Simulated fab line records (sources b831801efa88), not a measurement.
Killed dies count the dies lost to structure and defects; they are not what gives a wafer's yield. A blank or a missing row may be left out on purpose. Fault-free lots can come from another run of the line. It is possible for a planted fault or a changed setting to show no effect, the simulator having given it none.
Problem report in the 8D (eight disciplines) form, filled by code	flow gf180mcu	the parts of the form that need people (team, actions taken, sign-off) are left out

## 1. WHAT WENT WRONG
Wafers free of any fault read 0.327 ohm/sq (standard deviation 0.0045) for V2_W_RS at GF_V2_RS_MEAS_24, against a mean of 0.461 ohm/sq on 3 wafers of 3 lots. Relative to the usual mean, that is a shift of +30 standard deviations.
The step: measures by four-point-probe.
The first sign was on wafer L862.5 at day 22 02:18, on film metro-01. Wafers with a number at this step in the record: 33, from 11 lots. Rule for "out", or "out of limits": more than 4 standard deviations from the usual mean. The rest of the wafers with a number are treated as sound.

## 2. WHAT IT IS AND WHAT IT IS NOT
question	is	is not
which readings at this step	V2_W_RS	-
which lots	L862, L864, L866	L858, L860, L869, L873, L874, L876, L878, L880
which wafers of those lots	L862.5, L864.1, L866.6	L862.2, L862.4, L864.2, L864.3, L866.2, L866.4
read on which gauges	film metro-01, film metro-02, film metro-03	-
when	from day 22 02:18	up to then (8 sound wafers); but 22 sound wafers of L864, L866, L869, L873, L874, L876, L878, L880 came after

## 3. WHAT RULES OUT EACH SUSPECT
Counting: any tool at a process step up to the reading remains a suspect provided it ran every lot that is out. Sound lots after the first of them don't rule it out here, since some wafers of a struck lot are sound.
- the gauge at GF_V2_RS_MEAS_24: ruled out. The wafers that are out were read on 3 gauges (film metro-01, film metro-02, film metro-03).
- cvd w-01 at GF_V2_CVD_23 (deposits W, target thk 350 nm, time 104.94 s): kept. Ran every lot that is out, first one L862 (day 22 02:10); last sound lot up to then L860 (day 21 12:57).
Remaining after the count: cvd w-01 at GF_V2_CVD_23.

## 4. THE CAUSE (what the simulator had put in)
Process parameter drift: cvd w-01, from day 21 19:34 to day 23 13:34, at GF_V2_CVD_23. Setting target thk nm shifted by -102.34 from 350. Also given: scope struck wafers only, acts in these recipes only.
Counting left only this tool.

## 5. THE CHAIN OF EFFECTS, in route order
Rows list readings where the struck wafers' mean (over those with a number) sits beyond 3 standard deviations from the usual. Scope: only readings with a usual standard deviation given in the record; hours: median across lots of the time from each lot's start at the first step in this table that gives one to its start at this step; sigmas: change in usual standard deviations.
hours	step	reading	usual	on struck wafers	change	sigmas
0	GF_V2_RS_MEAS_24	V2_W_RS	0.327 ohm/sq	0.461	+0.134	+30
0	GF_V2_THK_MEAS_25	V2_W_THK	346 nm	247	-99	-19
0	GF_V2_CMP_26	time to endpoint s	83 s	57	-26	-6.3
Its process steps:
- GF_V2_CMP_26: polishes, stops on SiO2, t overpolish 15 s, target thk 0 nm.

## 6. WHAT WOULD HAVE CAUGHT IT SOONER
In this record the first reading out of limits at a measuring or inspecting step was taken at day 22 02:18, 7 hours after the fault began at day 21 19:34.
An alarm limit of 4 standard deviations would not have fired on the tool readings at GF_V2_CVD_23 for which the record gives a usual standard deviation, since none of them was out on any struck wafer.
Lots out: 3; of these, L864, L866 started GF_V2_CVD_23 on cvd w-01 after day 22 02:18. A hold on the tool at that time would have spared those 2.
